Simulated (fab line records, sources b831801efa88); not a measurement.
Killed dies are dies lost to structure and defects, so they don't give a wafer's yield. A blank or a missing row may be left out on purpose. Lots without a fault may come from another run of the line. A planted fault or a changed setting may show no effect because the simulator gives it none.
Which tool did it? | flow sky130 | 12 lots, 36 wafers sampled, at 5 steps of a route of 708

WHAT THE GAUGES READ, wafer by wafer
SKY_FIELD_ISO_THK_MEAS_25.
lot  | measured    | on            | FIELD_ISO_CVD_24_THK (nm)
L747 | day 2 08:30 | film_metro-01 | 594 593 595
L750 | day 3 03:01 | film_metro-01 | 582 584 582
L751 | day 3 12:45 | film_metro-03 | 595 602 598
L755 | day 4 08:55 | film_metro-03 | 606 598 599
L758 | day 5 01:38 | film_metro-03 | 598 590 593
L760 | day 5 05:49 | film_metro-01 | 603 590 591
L761 | day 5 09:53 | film_metro-01 | 591 584 582
L764 | day 5 23:17 | film_metro-04 | 591 584 595
L765 | day 6 06:30 | film_metro-03 | 596 598 591
L767 | day 6 16:49 | film_metro-01 | 598 593 598
L768 | day 6 21:50 | film_metro-01 | 599 595 591
L769 | day 7 04:13 | film_metro-01 | 598 596 598

SKY_DNWELL_TW_MEAS_09.
lot  | measured    | on            | DNWELL_TW
L747 | day 3 05:01 | film_metro-04 | 1124 1118 1121
L750 | day 4 15:29 | film_metro-02 | 1121 1125 1129
L751 | day 4 22:56 | film_metro-03 | 1113 1109 1121
L755 | day 5 10:59 | film_metro-03 | 1111 1109 1109
L758 | day 6 01:15 | film_metro-04 | 1131 1128 1127
L760 | day 6 05:55 | film_metro-02 | 1118 1121 1114
L761 | day 6 09:55 | film_metro-03 | 1112 1112 1111
L764 | day 7 01:04 | film_metro-02 | 1127 1125 1126
L765 | day 7 05:36 | film_metro-04 | 1125 1126 1130
L767 | day 7 19:30 | film_metro-03 | 1113 1107 1115
L768 | day 8 00:04 | film_metro-02 | 1132 1137 1136
L769 | day 8 04:06 | film_metro-02 | 1132 1135 1133

SKY_NWELL_RS_MEAS_29: measures by four-point-probe.
lot  | measured     | on            | NWELL_RS (ohm/sq)
L747 | day 5 05:14  | film_metro-03 | 625.6 626.5 625.9
L750 | day 7 00:12  | film_metro-04 | 623.3 621.3 622.2
L751 | day 7 06:56  | film_metro-04 | 623.5 625.6 623.9
L755 | day 7 20:04  | film_metro-04 | 624.6 624.5 624.0
L758 | day 8 12:14  | film_metro-02 | 625.5 624.7 626.4
L760 | day 8 17:11  | film_metro-04 | 614.3 615.9 615.0 615.9 614.5 617.0
L761 | day 8 20:46  | film_metro-02 | 615.8 616.3 612.6 616.4 616.3 612.0
L764 | day 9 13:46  | film_metro-02 | 625.5 625.7 627.1
L765 | day 9 20:47  | film_metro-03 | 625.2 625.7 627.1
L767 | day 10 13:50 | film_metro-04 | 623.0 624.2 623.7
L768 | day 10 19:23 | film_metro-02 | 624.6 623.8 625.5
L769 | day 10 22:34 | film_metro-02 | 622.6 624.1 624.1

WHICH TOOL RAN EACH LOT (tool, then ch and the chambers of the sampled wafers, then the start)
lot  | SKY_FIELD_ISO_STRIP_16              | SKY_NWELL_IMPLANT_11
L747 | plasma_asher-03 ch 0,1, day 2 05:40 | implanter-03 ch 0, day 4 10:51
L750 | plasma_asher-02 ch 0,1, day 2 20:49 | implanter-03 ch 0, day 6 03:40
L751 | plasma_asher-01 ch 0,1, day 3 01:54 | implanter-03 ch 0, day 6 10:49
L755 | plasma_asher-03 ch 0,1, day 4 04:53 | implanter-03 ch 0, day 7 01:16
L758 | plasma_asher-03 ch 0,1, day 4 23:52 | implanter-04 ch 0, day 7 14:49
L760 | plasma_asher-02 ch 0,1, day 5 03:38 | implanter-03 ch 0, day 7 19:17
L761 | plasma_asher-01 ch 0,1, day 5 07:27 | implanter-03 ch 0, day 7 22:07
L764 | plasma_asher-02 ch 1, day 5 21:04   | implanter-04 ch 0, day 8 16:07
L765 | plasma_asher-03 ch 0,1, day 6 04:09 | implanter-04 ch 0, day 8 21:43
L767 | plasma_asher-01 ch 0,1, day 6 14:00 | implanter-04 ch 0, day 9 14:28
L768 | plasma_asher-01 ch 0, day 6 17:22   | implanter-01 ch 0, day 9 20:19
L769 | plasma_asher-01 ch 0,1, day 6 23:53 | implanter-01 ch 0, day 9 22:55
- SKY_FIELD_ISO_STRIP_16: strips in O2/N2.
- SKY_NWELL_IMPLANT_11

WHAT THE TOOLS THEMSELVES READ (means of the sampled wafers that have a number; where no wafer has one, the mark that the record gives instead)
SKY_FIELD_ISO_STRIP_16.
lot  | tool            | drypump_motor_current_A (A) | oes_product_au (a.u.) | strip_time_to_endpoint_s (s)
L747 | plasma_asher-03 | 4.9                         | 0.372                 | 3.542
L750 | plasma_asher-02 | 6.0                         | 0.378                 | 3.557
L751 | plasma_asher-01 | 5.3                         | 0.376                 | 3.509
L755 | plasma_asher-03 | 4.9                         | 0.380                 | 3.548
L758 | plasma_asher-03 | 4.9                         | 0.377                 | 3.571
L760 | plasma_asher-02 | 6.0                         | 0.382                 | 3.546
L761 | plasma_asher-01 | 5.7                         | 0.376                 | 3.539
L764 | plasma_asher-02 | 6.4                         | 0.376                 | 3.555
L765 | plasma_asher-03 | 4.9                         | 0.376                 | 3.557
L767 | plasma_asher-01 | 5.7                         | 0.383                 | 3.585
L768 | plasma_asher-01 | 6.0                         | 0.377                 | 3.565
L769 | plasma_asher-01 | 5.6                         | 0.375                 | 3.514

SKY_NWELL_IMPLANT_11.
lot  | tool         | dose_ions_cm2
L747 | implanter-03 | 1.9021e+13
L750 | implanter-03 | 1.8999e+13
L751 | implanter-03 | 1.9012e+13
L755 | implanter-03 | 1.8977e+13
L758 | implanter-04 | 1.9013e+13
L760 | implanter-03 | 1.9477e+13
L761 | implanter-03 | 1.9499e+13
L764 | implanter-04 | 1.8994e+13
L765 | implanter-04 | 1.8990e+13
L767 | implanter-04 | 1.9018e+13
L768 | implanter-01 | 1.9018e+13
L769 | implanter-01 | 1.9012e+13

THE ANSWER, worked out from the rows above alone
Rule: what is usual is taken from the lots themselves. Put in order of their means at a reading, lots are off if they are a third of the lots or fewer, leave a main group of 4 or more, and stand apart from it by a gap of 3 or more times the standard deviation of the main group's means; of several such gaps the widest counts. A main group whose means are all the same, to the digits that the tables above print for the reading, isn't used. A lot without any number at a reading at which 4 lots or more have one is off too. The other lots that the step has rows for count as sound. The gauges are gone through in route order, then the tools' own readings, and for those a lot's mean is taken as printed above. The first step at which some lot is off is used, and at that step the reading that is off furthest; a lot without a number counts as furthest.
Off: L760, L761, at SKY_NWELL_RS_MEAS_29 (NWELL_RS). The main group: mean 624.6 ohm/sq, standard deviation 1.2.
A tool fits if, at a process step before that reading, it ran every lot that is off, and no sound lot after the first of them. The gauges at SKY_NWELL_RS_MEAS_29 aren't tried: what is off there is off at SKY_NWELL_IMPLANT_11 too, on other tools, and a gauge's error can't cause that. One fits: implanter-03 at SKY_NWELL_IMPLANT_11. Its last sound lot is L755 (day 7 01:16), its first lot that is off L760 (day 7 19:17): a fault that began between those two fits.
The tool's own readings at SKY_NWELL_IMPLANT_11 bear it out: on the lots that are off they differ by more than 5 times the standard deviation of the sound lots' means. dose_ions_cm2 reads 1.9488e+13 there against 1.9005e+13 on the sound lots.

WHAT THE SIMULATOR HAD PUT IN
Process parameter drift: implanter-03, from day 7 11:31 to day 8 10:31, at SKY_NWELL_IMPLANT_11. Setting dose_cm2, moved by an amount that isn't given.
Lots struck among those shown: L760, L761. The rule above found the same.
